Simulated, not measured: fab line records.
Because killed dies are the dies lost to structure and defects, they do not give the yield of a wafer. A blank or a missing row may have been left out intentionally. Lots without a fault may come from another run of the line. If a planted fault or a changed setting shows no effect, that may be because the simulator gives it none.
fab line records	flow sky130
record: lots: 11	wafers: 33	last_day: 51
route steps=708 shown FIELD_ISO@28 PWDE@53 NWELL@78 PAD_OPEN@708
lots that met no fault: from a run of the same line without faults
start_h: hours from the record's first day to the start of the lot's first wafer shown	wait_h: hours since the lot's step before	" same as the row above	L1.1+2: several wafers, shown together as one row	- either no value or no given start	* or withheld: withheld	< > ~ a bound
route shown NAME@n: NAME is a module with steps in the file, n the number in the route of the first one	usual: mean/standard deviation of fault-free wafers	same: alike in all rows	chamber/n: place in a boat	sites: readings site by site	_std_site: the values' standard deviation	_edge_site: outer sites' mean less inner sites'	radius_mm: for every site, how far away it sits from the centre of the wafer	mask NAME#n: copy n	behind: tool/chamber where the wafer was last shaped	hold: why the lot went on hold/how many hours it stayed there/how the hold came to an end	device: the transistor (n, p or np) that didn't switch	end of line: the tests these same wafers got at the end of their route	for a step that has no rows: nothing shown but its recipe	killed: dies that structure and defects cost at the first sort, which is not the same as the wafer's yield	map: per-die view of a wafer (x killed, . not killed, _ where there is no die)
set.NAME: setting as actually run; set.NAME@STEP: the setting as run at that earlier step	model.NAME: the simulator's own value behind a step, which no gauge read
one table for each step of the route and one row for each wafer, over a sample of lots
services: from which hour (start_h, from the record's first day; less than 0 if before it) a tool's chamber was out of use, for how many hours, and why
== steps ==
step: SKY_FIELD_ISO_CMP_27
recipe: stop_on: Si3N4	t_overpolish_s: 16	down_force_psi: 4	platen_rpm: 60	target_thk_nm: 457.8	pad_velocity_m_s: 0.94248
usual: motor_current_A: 12.3/1.3	overpolish_run_s: 16.001/0.0083	time_to_endpoint_s: 114/4.2
lot.wafer	tool	chamber	start_h	wait_h	motor_current_A	overpolish_run_s	time_to_endpoint_s
L694.3	cmp-01	1	42.18	0.1	14.8	16.003	110
L694.1	"	2	"	"	11.9	16.001	113
L694.5	"	3	"	"	11.5	16.004	116
L695.2	cmp-01	3	49.58	0.1	11.2	16.003	113
L695.6	"	1	"	"	14.4	16.008	107
L695.5	"	2	"	"	11.0	16.007	116
L696.4	cmp-02	0	51.49	0.1	13.4	16.017	120
L696.3	"	1	"	"	13.3	16.012	115
L696.5	"	0	"	"	12.0	16.008	119
L701.1	cmp-02	3	80.70	0.1	10.8	16.002	116
L701.3	"	0	"	"	12.8	16.000	120
L701.6	"	3	"	"	10.9	15.991	120
L702.2	cmp-02	0	82.00	0.0	12.7	15.986	119
L702.4	"	2	"	"	12.6	16.009	115
L702.6	"	0	"	"	12.8	16.010	119
L703.1	cmp-02	0	87.84	0.0	13.0	16.000	120
L703.6	"	0	"	"	12.3	15.997	119
L703.5	"	1	"	"	13.5	15.983	114
L705.1	cmp-02	2	100.69	0.0	11.5	15.994	110
L705.3	"	1	"	"	12.7	16.005	117
L705.6	"	3	"	"	9.9	15.986	114
L707.4	cmp-02	2	109.19	0.0	11.6	16.006	109
L707.1	"	0	"	"	13.3	16.009	114
L707.6	"	2	"	"	11.4	15.989	108
L714.1	cmp-01	3	149.03	0.0	11.7	16.007	103
L714.3	"	2	"	"	10.9	16.000	111
L714.6	"	0	"	"	14.0	15.994	113
L715.2	cmp-01	2	152.08	0.1	10.8	15.986	115
L715.5	"	1	"	"	15.0	15.997	111
L715.6	"	2	"	"	11.5	15.998	113
L716.4	cmp-02	2	156.05	0.0	11.5	16.003	110
L716.6	"	2	"	"	11.9	16.012	116
L716.5	"	3	"	"	11.1	16.001	112
step: SKY_PWDE_IMPLANT_08
recipe: species: B	energy_kev: 150	dose_cm2: 3.6e+12	tilt_deg: withheld
usual: beam_energy_keV: 149.99/0.049	faraday_current_uA: 20.4/0.39
lot.wafer	tool	chamber	start_h	wait_h	beam_energy_keV	faraday_current_uA
L694.1	implanter-02	0	80.42	0.0	150.04	20.7
L694.3	"	0	"	"	150.00	20.2
L694.5	"	0	"	"	150.04	20.6
L695.2	implanter-02	0	87.62	0.0	149.94	21.1
L695.5	"	0	"	"	150.00	20.6
L695.6	"	0	"	"	149.97	20.8
L696.3	implanter-04	0	90.12	0.1	149.95	20.3
L696.4	"	0	"	"	150.02	20.9
L696.5	"	0	"	"	149.96	20.6
L701.1	implanter-02	0	120.54	0.0	119.16	21.0
L701.3	"	0	"	"	119.14	20.9
L701.6	"	0	"	"	119.14	20.5
L702.2	implanter-02	0	121.37	0.0	119.03	20.4
L702.4	"	0	"	"	119.05	20.1
L702.6	"	0	"	"	119.09	20.2
L703.1	implanter-04	0	127.67	0.0	150.08	20.9
L703.5	"	0	"	"	150.07	19.6
L703.6	"	0	"	"	149.96	20.4
L705.1	implanter-02	0	143.53	0.0	119.10	20.8
L705.3	"	0	"	"	119.06	20.6
L705.6	"	0	"	"	119.11	20.3
L707.1	implanter-04	0	152.18	0.0	149.94	20.4
L707.4	"	0	"	"	149.99	20.8
L707.6	"	0	"	"	149.99	20.7
L714.1	implanter-04	0	196.07	0.0	150.01	20.3
L714.3	"	0	"	"	150.01	20.7
L714.6	"	0	"	"	149.99	19.9
L715.2	implanter-02	0	198.04	0.0	150.01	20.6
L715.5	"	0	"	"	150.02	20.2
L715.6	"	0	"	"	149.94	19.9
L716.4	implanter-02	0	202.66	0.1	149.96	21.4
L716.5	"	0	"	"	149.98	20.0
L716.6	"	0	"	"	150.00	20.9
step: SKY_PWDE_TW_MEAS_10
usual: PWDE_TW: 375.2/2
lot.wafer	tool	chamber	start_h	wait_h	PWDE_TW
L694.1	film_metro-01	-	80.67	0.1	378.0
L694.3	"	-	"	"	376.7
L694.5	"	-	"	"	378.1
L695.2	film_metro-01	-	87.85	0.1	376.9
L695.5	"	-	"	"	378.2
L695.6	"	-	"	"	374.8
L696.3	film_metro-01	-	90.34	0.1	377.6
L696.4	"	-	"	"	379.8
L696.5	"	-	"	"	377.0
L701.1	film_metro-01	-	120.79	0.1	368.7
L701.3	"	-	"	"	368.8
L701.6	"	-	"	"	366.4
L702.2	film_metro-04	-	121.60	0.1	368.2
L702.4	"	-	"	"	370.8
L702.6	"	-	"	"	369.4
L703.1	film_metro-01	-	127.92	0.1	376.4
L703.5	"	-	"	"	376.5
L703.6	"	-	"	"	378.1
L705.1	film_metro-02	-	143.78	0.1	372.5
L705.3	"	-	"	"	372.2
L705.6	"	-	"	"	369.7
L707.1	film_metro-01	-	152.43	0.1	372.5
L707.4	"	-	"	"	372.6
L707.6	"	-	"	"	372.6
L714.1	film_metro-01	-	196.32	0.1	373.4
L714.3	"	-	"	"	372.5
L714.6	"	-	"	"	372.2
L715.2	film_metro-01	-	198.28	0.1	373.5
L715.5	"	-	"	"	371.1
L715.6	"	-	"	"	373.1
L716.4	film_metro-04	-	202.86	0.1	373.8
L716.5	"	-	"	"	375.6
L716.6	"	-	"	"	375.4
step: SKY_NWELL_STRIP_25
recipe: chemistry: O2/N2	power_w: 1400	pressure_mtorr: 1500	platen_temp_c: withheld	o2_flow_sccm: 3000	n2_flow_sccm: 300	overash_fraction: 0.5
usual: drypump_motor_current_A: 5.7/0.43	oes_product_au: 0.722/0.0047	strip_time_to_endpoint_s: 36.91/0.11
lot.wafer	tool	chamber	start_h	wait_h	drypump_motor_current_A	oes_product_au	rf_hours_counter_h	strip_time_to_endpoint_s
L694.1	plasma_asher-01	1	117.72	0.1	5.7	0.726	42	36.85
L694.3	"	1	"	"	5.7	0.727	-	36.78
L694.5	"	0	"	"	5.0	0.719	-	36.77
L695.2	plasma_asher-02	0	125.29	0.1	5.7	0.729	1	36.96
L695.5	"	0	"	"	5.7	0.719	-	37.11
L695.6	"	1	"	"	6.3	0.714	-	37.00
L696.3	plasma_asher-02	1	128.20	0.1	6.3	0.726	-	36.91
L696.4	"	0	"	"	5.7	0.721	-	36.96
L696.5	"	0	"	"	5.7	0.719	-	36.86
L701.1	plasma_asher-02	0	160.89	0.1	5.7	0.716	4	36.81
L701.3	"	1	"	"	6.3	0.726	-	36.82
L701.6	"	0	"	"	5.7	0.730	-	36.76
L702.2	plasma_asher-03	1	161.69	0.1	5.6	0.731	33	36.80
L702.4	"	1	"	"	5.6	0.725	-	36.84
L702.6	"	1	"	"	5.6	0.712	-	36.79
L703.1	plasma_asher-01	1	168.72	0.1	5.7	0.725	47	36.86
L703.5	"	0	"	"	5.0	0.719	-	36.90
L703.6	"	1	"	"	5.7	0.732	-	36.88
L705.1	plasma_asher-01	1	185.22	0.1	5.7	0.719	49	37.09
L705.3	"	1	"	"	5.7	0.729	-	37.09
L705.6	"	1	"	"	5.7	0.719	-	37.06
L707.1	plasma_asher-02	1	195.87	0.1	6.3	0.726	7	37.10
L707.4	"	0	"	"	5.7	0.721	-	37.08
L707.6	"	1	"	"	6.3	0.721	-	36.99
L714.1	plasma_asher-03	1	242.49	0.1	5.6	0.710	41	36.93
L714.3	"	1	"	"	5.6	0.721	-	37.03
L714.6	"	0	"	"	5.7	0.717	-	36.92
L715.2	plasma_asher-01	0	244.69	0.1	5.0	0.723	55	36.72
L715.5	"	1	"	"	5.7	0.726	-	36.68
L715.6	"	0	"	"	5.0	0.719	-	36.65
L716.4	plasma_asher-01	0	249.12	0.1	5.0	0.727	-	36.82
L716.5	"	1	"	"	5.7	0.721	-	36.94
L716.6	"	0	"	"	5.0	0.721	-	37.04
step: SKY_NWELL_RS_MEAS_29
recipe: thk_meas_gauge: four-point-probe
usual: NWELL_RS: 624.6/1.7
lot.wafer	tool	chamber	start_h	wait_h	NWELL_RS[ohm/sq]
L694.1	film_metro-01	-	118.03	0.1	627.7
L694.3	"	-	"	"	625.0
L694.5	"	-	"	"	624.3
L695.2	film_metro-04	-	125.62	0.1	622.6
L695.5	"	-	"	"	622.6
L695.6	"	-	"	"	622.4
L696.3	film_metro-02	-	128.53	0.1	624.5
L696.4	"	-	"	"	625.6
L696.5	"	-	"	"	624.0
L701.1	film_metro-01	-	161.20	0.1	624.2
L701.3	"	-	"	"	625.2
L701.6	"	-	"	"	623.0
L702.2	film_metro-02	-	162.02	0.1	625.4
L702.4	"	-	"	"	626.4
L702.6	"	-	"	"	624.9
L703.1	film_metro-02	-	169.04	0.1	625.9
L703.5	"	-	"	"	626.4
L703.6	"	-	"	"	624.5
L705.1	film_metro-04	-	185.53	0.1	621.1
L705.3	"	-	"	"	622.3
L705.6	"	-	"	"	622.7
L707.1	film_metro-04	-	196.18	0.1	622.0
L707.4	"	-	"	"	622.1
L707.6	"	-	"	"	621.5
L714.1	film_metro-02	-	242.80	0.1	625.5
L714.3	"	-	"	"	623.6
L714.6	"	-	"	"	625.6
L715.2	film_metro-01	-	245.02	0.1	624.0
L715.5	"	-	"	"	624.5
L715.6	"	-	"	"	623.1
L716.4	film_metro-04	-	249.46	0.1	620.3
L716.5	"	-	"	"	622.4
L716.6	"	-	"	"	622.9
step: SKY_NWELL_RS_MEAS_31
recipe: thk_meas_gauge: four-point-probe
usual: PWDE_RS: 5276/15
lot.wafer	tool	chamber	start_h	wait_h	PWDE_RS[ohm/sq]
L694.1	film_metro-01	-	118.27	0.1	5276
L694.3	"	-	"	"	5266
L694.5	"	-	"	"	5262
L695.2	film_metro-04	-	125.86	0.1	5263
L695.5	"	-	"	"	5269
L695.6	"	-	"	"	5269
L696.3	film_metro-02	-	128.77	0.1	5260
L696.4	"	-	"	"	5256
L696.5	"	-	"	"	5272
L701.1	film_metro-01	-	161.44	0.1	5337
L701.3	"	-	"	"	5346
L701.6	"	-	"	"	5347
L702.2	film_metro-02	-	162.26	0.1	5349
L702.4	"	-	"	"	5362
L702.6	"	-	"	"	5359
L703.1	film_metro-02	-	169.28	0.1	5279
L703.5	"	-	"	"	5276
L703.6	"	-	"	"	5286
L705.1	film_metro-04	-	185.77	0.1	5317
L705.3	"	-	"	"	5323
L705.6	"	-	"	"	5319
L707.1	film_metro-04	-	196.42	0.1	5259
L707.4	"	-	"	"	5261
L707.6	"	-	"	"	5275
L714.1	film_metro-02	-	243.04	0.1	5295
L714.3	"	-	"	"	5293
L714.6	"	-	"	"	5287
L715.2	film_metro-01	-	245.26	0.1	5281
L715.5	"	-	"	"	5278
L715.6	"	-	"	"	5284
L716.4	film_metro-04	-	249.70	0.1	5281
L716.5	"	-	"	"	5272
L716.6	"	-	"	"	5275
step: SKY_PAD_OPEN_PROBE_99
usual: killed_at_M0_to_M3: 43/7.5	killed_at_M4_up: 3.2/1.9	killed_at_contacts: 24/5.6	killed_at_front_end: 15/4.8	killed_at_other: 0.2/0.54	killed_dies: 86/11	killed_open: 47/7.6	killed_short: 39/7.1
same: gross_dies: 492	killed_at_back_side: 0
lot.wafer	tool	chamber	start_h	wait_h	killed_at_M0_to_M3	killed_at_M4_up	killed_at_contacts	killed_at_front_end	killed_at_other	killed_dies	killed_open	killed_short
L694.1	prober-02	-	1106.79	0.1	44	2	17	15	1	79	43	36
L694.3	prober-02	-	1106.89	0.2	34	1	18	12	2	67	38	29
L694.5	prober-02	-	1106.99	0.2	46	2	26	11	0	85	48	37
L696.3	prober-02	-	1118.65	0.2	42	6	28	11	1	88	52	36
L696.4	prober-02	-	1118.70	0.2	50	2	32	20	0	104	60	44
L696.5	prober-02	-	1118.75	0.2	46	7	24	18	0	95	57	38
L695.2	prober-01	-	1118.70	0.1	48	6	22	12	0	88	44	44
L695.5	prober-01	-	1118.85	0.2	42	1	24	17	1	85	44	41
L695.6	prober-01	-	1118.90	0.2	46	0	23	15	0	84	46	38
L701.1	prober-02	-	1146.30	0.1	41	2	31	16	1	91	52	39
L701.3	prober-02	-	1146.40	0.2	48	2	34	15	0	99	53	46
L701.6	prober-02	-	1146.55	0.2	31	4	21	18	0	74	43	31
L702.2	prober-01	-	1150.70	0.1	65	2	17	8	0	92	48	44
L702.4	prober-01	-	1150.80	0.2	46	1	18	13	2	80	47	33
L702.6	prober-01	-	1150.90	0.2	41	5	24	14	0	84	46	38
L703.1	prober-02	-	1156.88	0.1	49	3	24	18	0	94	56	38
L703.5	prober-02	-	1157.08	0.2	50	8	20	24	0	102	51	51
L703.6	prober-02	-	1157.13	0.2	50	3	30	17	0	100	46	54
L705.1	prober-01	-	1174.42	0.1	38	3	32	11	1	85	48	37
L705.3	prober-01	-	1174.52	0.2	46	3	23	16	0	88	38	50
L705.6	prober-01	-	1174.67	0.2	43	1	30	13	0	87	51	36
L707.1	prober-02	-	1177.54	0.1	38	1	27	12	0	78	41	37
L707.4	prober-02	-	1177.69	0.2	38	3	25	12	0	78	47	31
L707.6	prober-02	-	1177.79	0.2	34	5	29	13	0	81	40	41
L714.1	prober-01	-	1214.21	0.1	38	3	21	27	0	89	50	39
L714.3	prober-01	-	1214.31	0.2	33	4	18	14	1	70	36	34
L714.6	prober-01	-	1214.46	0.2	47	1	26	20	0	94	45	49
L715.2	prober-02	-	1215.06	0.1	46	2	25	21	0	94	51	43
L715.5	prober-02	-	1215.21	0.2	44	3	25	17	0	89	55	34
L715.6	prober-02	-	1215.26	0.2	56	1	24	19	1	101	45	56
L716.4	prober-01	-	1219.53	0.2	44	3	25	15	1	88	43	45
L716.5	prober-01	-	1219.58	0.2	55	1	16	9	0	81	40	41
L716.6	prober-01	-	1219.63	0.2	45	0	15	10	0	70	32	38
killed by level:class
L694.1 VIA1:geometric_particle:open=10 METAL1:geometric_particle:short=9 VIA2:geometric_particle:open=7 POLY_GATE:geometric_particle:short=6 LI_CONTACT:geometric_particle:open=6 VIA3:geometric_particle:open=6 LOCAL_INTERCONNECT:geometric_particle:short=5 VIA1:geometric_particle:short=5
L694.3 CONTACT:geometric_particle:open=8 METAL2:geometric_particle:short=6 VIA1:geometric_particle:open=5 VIA2:geometric_particle:open=5 VIA1:geometric_particle:short=5 FIELD_ISO:geometric_particle:short=4 FIELD_ISO:geometric_particle:open=4 METAL1:geometric_particle:short=4
L694.5 VIA3:geometric_particle:open=9 CONTACT:geometric_particle:open=9 VIA1:geometric_particle:open=8 METAL3:geometric_particle:short=8 LI_CONTACT:geometric_particle:open=6 LOCAL_INTERCONNECT:geometric_particle:short=5 METAL2:geometric_particle:short=5 POLY_GATE:geometric_particle:open=4
L696.3 VIA1:geometric_particle:open=14 CONTACT:geometric_particle:open=12 LI_CONTACT:geometric_particle:open=7 VIA3:geometric_particle:open=7 METAL4:geometric_particle:short=6 CONTACT:geometric_particle:short=5 POLY_GATE:geometric_particle:open=4 METAL2:geometric_particle:short=4
L695.2 VIA1:geometric_particle:open=10 CONTACT:geometric_particle:open=7 VIA3:geometric_particle:open=7 METAL3:geometric_particle:short=7 LI_CONTACT:geometric_particle:open=6 FIELD_ISO:geometric_particle:short=5 VIA2:geometric_particle:open=5 METAL4:geometric_particle:short=5
L696.4 VIA1:geometric_particle:open=15 CONTACT:geometric_particle:open=11 LI_CONTACT:geometric_particle:open=8 VIA3:geometric_particle:open=7 VIA3:geometric_particle:short=6 POLY_GATE:geometric_particle:short=5 CONTACT:geometric_particle:short=5 VIA2:geometric_particle:short=5
L696.5 VIA1:geometric_particle:open=9 VIA2:geometric_particle:open=9 VIA3:geometric_particle:open=8 CONTACT:geometric_particle:open=8 FIELD_ISO:geometric_particle:open=7 VIA1:geometric_particle:short=7 CONTACT:geometric_particle:short=6 METAL4:geometric_particle:short=5
L695.5 VIA1:geometric_particle:open=13 CONTACT:geometric_particle:open=7 VIA3:geometric_particle:open=6 POLY_GATE:geometric_particle:open=6 LI_CONTACT:geometric_particle:open=6 LOCAL_INTERCONNECT:geometric_particle:short=6 METAL2:geometric_particle:short=6 FIELD_ISO:geometric_particle:short=4
L695.6 VIA1:geometric_particle:open=14 CONTACT:geometric_particle:open=9 CONTACT:geometric_particle:short=7 VIA1:geometric_particle:short=7 METAL3:geometric_particle:short=7 POLY_GATE:geometric_particle:open=5 LI_CONTACT:geometric_particle:open=5 VIA3:geometric_particle:open=4
L701.1 CONTACT:geometric_particle:open=11 VIA1:geometric_particle:open=11 CONTACT:geometric_particle:short=9 FIELD_ISO:geometric_particle:open=7 VIA2:geometric_particle:open=7 VIA1:geometric_particle:short=5 LI_CONTACT:geometric_particle:open=5 METAL2:geometric_particle:short=5
L701.3 CONTACT:geometric_particle:open=13 VIA1:geometric_particle:short=9 VIA1:geometric_particle:open=8 VIA3:geometric_particle:open=8 LI_CONTACT:geometric_particle:open=6 VIA2:geometric_particle:open=5 CONTACT:geometric_particle:short=5 VIA3:geometric_particle:short=5
L701.6 LI_CONTACT:geometric_particle:open=10 VIA3:geometric_particle:open=8 FIELD_ISO:geometric_particle:open=6 VIA2:geometric_particle:open=5 FIELD_ISO:geometric_particle:short=4 CONTACT:geometric_particle:open=4 CONTACT:geometric_particle:short=4 VIA1:geometric_particle:short=4
L702.2 VIA1:geometric_particle:open=16 METAL2:geometric_particle:short=9 METAL1:geometric_particle:short=8 VIA3:geometric_particle:open=7 VIA2:geometric_particle:open=7 LI_CONTACT:geometric_particle:open=6 CONTACT:geometric_particle:open=6 VIA1:geometric_particle:short=4
L702.4 CONTACT:geometric_particle:open=9 VIA3:geometric_particle:open=9 VIA1:geometric_particle:open=8 METAL1:geometric_particle:short=7 VIA1:geometric_particle:short=6 FIELD_ISO:geometric_particle:open=5 METAL2:geometric_particle:short=4 VIA2:geometric_particle:open=4
L702.6 VIA1:geometric_particle:open=9 LI_CONTACT:geometric_particle:open=8 VIA2:geometric_particle:open=6 VIA1:geometric_particle:short=5 METAL1:geometric_particle:short=4 LOCAL_INTERCONNECT:geometric_particle:short=4 CONTACT:geometric_particle:open=4 VIA3:geometric_particle:open=4
L703.1 METAL1:geometric_particle:short=11 VIA1:geometric_particle:open=11 CONTACT:geometric_particle:open=9 LI_CONTACT:geometric_particle:open=8 VIA3:geometric_particle:open=6 FIELD_ISO:geometric_particle:open=5 METAL2:geometric_particle:short=5 VIA2:geometric_particle:open=5
L703.5 VIA1:geometric_particle:open=12 FIELD_ISO:geometric_particle:open=8 METAL2:geometric_particle:short=8 VIA3:geometric_particle:open=8 FIELD_ISO:geometric_particle:short=6 POLY_GATE:geometric_particle:short=6 CONTACT:geometric_particle:open=6 METAL3:geometric_particle:short=5
L703.6 METAL2:geometric_particle:short=9 VIA3:geometric_particle:open=9 VIA1:geometric_particle:open=8 CONTACT:geometric_particle:open=7 METAL1:geometric_particle:short=7 FIELD_ISO:geometric_particle:open=6 LI_CONTACT:geometric_particle:open=6 CONTACT:geometric_particle:short=6
L705.1 LI_CONTACT:geometric_particle:open=9 CONTACT:geometric_particle:open=9 CONTACT:geometric_particle:short=7 VIA2:geometric_particle:open=7 VIA1:geometric_particle:open=6 METAL2:geometric_particle:short=5 FIELD_ISO:geometric_particle:open=4 METAL1:geometric_particle:short=4
L705.3 FIELD_ISO:geometric_particle:short=9 CONTACT:geometric_particle:open=8 VIA1:geometric_particle:open=8 METAL2:geometric_particle:short=7 CONTACT:geometric_particle:short=6 VIA2:geometric_particle:open=6 VIA3:geometric_particle:short=5 METAL1:geometric_particle:short=4
L705.6 LI_CONTACT:geometric_particle:open=9 VIA1:geometric_particle:short=9 VIA1:geometric_particle:open=8 FIELD_ISO:geometric_particle:open=7 CONTACT:geometric_particle:open=7 VIA2:geometric_particle:open=7 CONTACT:geometric_particle:short=6 VIA3:geometric_particle:open=5
L707.1 LI_CONTACT:geometric_particle:open=7 CONTACT:geometric_particle:open=7 VIA1:geometric_particle:open=7 VIA1:geometric_particle:short=7 VIA2:geometric_particle:open=7 FIELD_ISO:geometric_particle:open=5 LOCAL_INTERCONNECT:geometric_particle:short=5 LI_CONTACT:geometric_particle:short=4
L707.4 VIA1:geometric_particle:open=9 VIA2:geometric_particle:open=8 VIA3:geometric_particle:open=7 LI_CONTACT:geometric_particle:open=6 FIELD_ISO:geometric_particle:short=5 LOCAL_INTERCONNECT:geometric_particle:short=5 LI_CONTACT:geometric_particle:short=4 CONTACT:geometric_particle:open=4
L707.6 LI_CONTACT:geometric_particle:open=8 CONTACT:geometric_particle:open=7 VIA2:geometric_particle:open=7 CONTACT:geometric_particle:short=5 POLY_GATE:geometric_particle:open=5 LI_CONTACT:geometric_particle:short=5 VIA3:geometric_particle:open=5 VIA1:geometric_particle:short=5
L714.1 VIA1:geometric_particle:open=11 POLY_GATE:geometric_particle:short=9 FIELD_ISO:geometric_particle:open=7 CONTACT:geometric_particle:open=7 VIA1:geometric_particle:short=6 VIA2:geometric_particle:open=5 POLY_GATE:geometric_particle:open=5 LI_CONTACT:geometric_particle:open=5
L714.3 CONTACT:geometric_particle:open=6 METAL1:geometric_particle:short=6 VIA1:geometric_particle:open=6 FIELD_ISO:geometric_particle:open=5 FIELD_ISO:geometric_particle:short=5 LI_CONTACT:geometric_particle:open=5 VIA2:geometric_particle:open=5 METAL2:geometric_particle:short=4
L714.6 VIA1:geometric_particle:open=13 CONTACT:geometric_particle:open=13 METAL1:geometric_particle:short=10 FIELD_ISO:geometric_particle:short=8 POLY_GATE:geometric_particle:short=7 LI_CONTACT:geometric_particle:open=7 METAL2:geometric_particle:short=6 VIA3:geometric_particle:open=6
L715.2 VIA1:geometric_particle:open=13 LI_CONTACT:geometric_particle:short=7 POLY_GATE:geometric_particle:open=7 FIELD_ISO:geometric_particle:open=6 VIA2:geometric_particle:open=6 CONTACT:geometric_particle:open=6 METAL2:geometric_particle:short=6 FIELD_ISO:geometric_particle:short=5
L715.5 VIA1:geometric_particle:open=15 LI_CONTACT:geometric_particle:open=10 FIELD_ISO:geometric_particle:short=9 CONTACT:geometric_particle:open=7 VIA3:geometric_particle:open=7 METAL2:geometric_particle:short=5 VIA1:geometric_particle:short=5 METAL1:geometric_particle:short=4
L715.6 VIA1:geometric_particle:open=13 CONTACT:geometric_particle:open=12 METAL2:geometric_particle:short=10 FIELD_ISO:geometric_particle:short=8 VIA1:geometric_particle:short=8 VIA2:geometric_particle:open=7 LI_CONTACT:geometric_particle:short=5 METAL1:geometric_particle:short=5
L716.4 CONTACT:geometric_particle:open=9 VIA1:geometric_particle:open=9 VIA3:geometric_particle:open=9 METAL2:geometric_particle:short=7 CONTACT:geometric_particle:short=6 FIELD_ISO:geometric_particle:short=5 LOCAL_INTERCONNECT:geometric_particle:short=5 METAL1:geometric_particle:short=5
L716.5 VIA1:geometric_particle:open=14 VIA3:geometric_particle:open=8 METAL1:geometric_particle:short=8 CONTACT:geometric_particle:short=6 CONTACT:geometric_particle:open=6 VIA1:geometric_particle:short=6 METAL2:geometric_particle:short=4 VIA2:geometric_particle:short=4
L716.6 VIA1:geometric_particle:open=10 METAL1:geometric_particle:short=8 VIA1:geometric_particle:short=8 CONTACT:geometric_particle:open=6 METAL2:geometric_particle:short=5 FIELD_ISO:geometric_particle:short=4 METAL1:geometric_particle:open=3 LOCAL_INTERCONNECT:geometric_particle:short=3
== services ==
tool	chamber	start_h	hours	kind
plasma_asher-02	-	42.05	0.8	repair
plasma_asher-01	-	47.06	0.3	repair
implanter-04	-	50.56	5.1	repair
cmp-02	-	54.21	5.4	pm
cmp-01	-	64.00	4.0	pm
plasma_asher-03	-	66.24	0.5	repair
cmp-01	-	68.00	-	consumable_replace:conditioner
implanter-02	-	68.32	6.0	repair
plasma_asher-03	-	89.54	1.5	repair
plasma_asher-02	-	108.80	9.0	pm
cmp-02	-	140.93	7.7	repair
cmp-01	-	170.93	6.6	pm
plasma_asher-02	-	182.09	9.5	repair
implanter-02	-	192.32	0.9	repair
cmp-01	-	206.92	3.8	pm
implanter-04	-	211.98	3.3	repair
cmp-02	-	212.58	7.0	pm
cmp-01	-	225.89	1.2	repair
implanter-02	-	229.05	3.8	pm
cmp-02	-	232.00	4.0	pm
cmp-02	-	236.00	-	consumable_replace:conditioner
cmp-02	-	236.00	-	consumable_replace:pad
cmp-01	-	243.88	1.0	repair
plasma_asher-01	-	247.29	0.4	repair
== key ==
first_sign: step: SKY_PWDE_IMPLANT_08	reading: beam_energy_keV	direction: down	sigmas: 99+	usual: *	struck: *
effect: step: SKY_PWDE_TW_MEAS_10	reading: PWDE_TW	direction: down	sigmas: 2.8	usual: 375.2	struck: 369.6
effect: step: SKY_NWELL_RS_MEAS_31	reading: PWDE_RS	direction: up	sigmas: 4.2	usual: 5276	struck: 5340
met_at SKY_PWDE_IMPLANT_08
struck_lots L701,L702,L705
tester_left_out L701,L702,L705
not_acting_at SKY_FIELD_ISO_CMP_27,SKY_NWELL_STRIP_25,SKY_NWELL_RS_MEAS_29
onset_between 87.62 120.54
fault: kind: process_parameter_drift	tool: implanter-02	chamber: -	onset_h: 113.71	steps: SKY_PWDE_IMPLANT_08	channel: energy_kev	offset: *	shape: step	end_h: 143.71	acts_in: *	stated: *
tester_left_out: of these lots the tester's yield and bins aren't shown, on N5 and GAA mostly nor the transistor test; their killed dies are dies lost to structure and defects alone, not to doping, threshold or leakage, so they don't give the yield
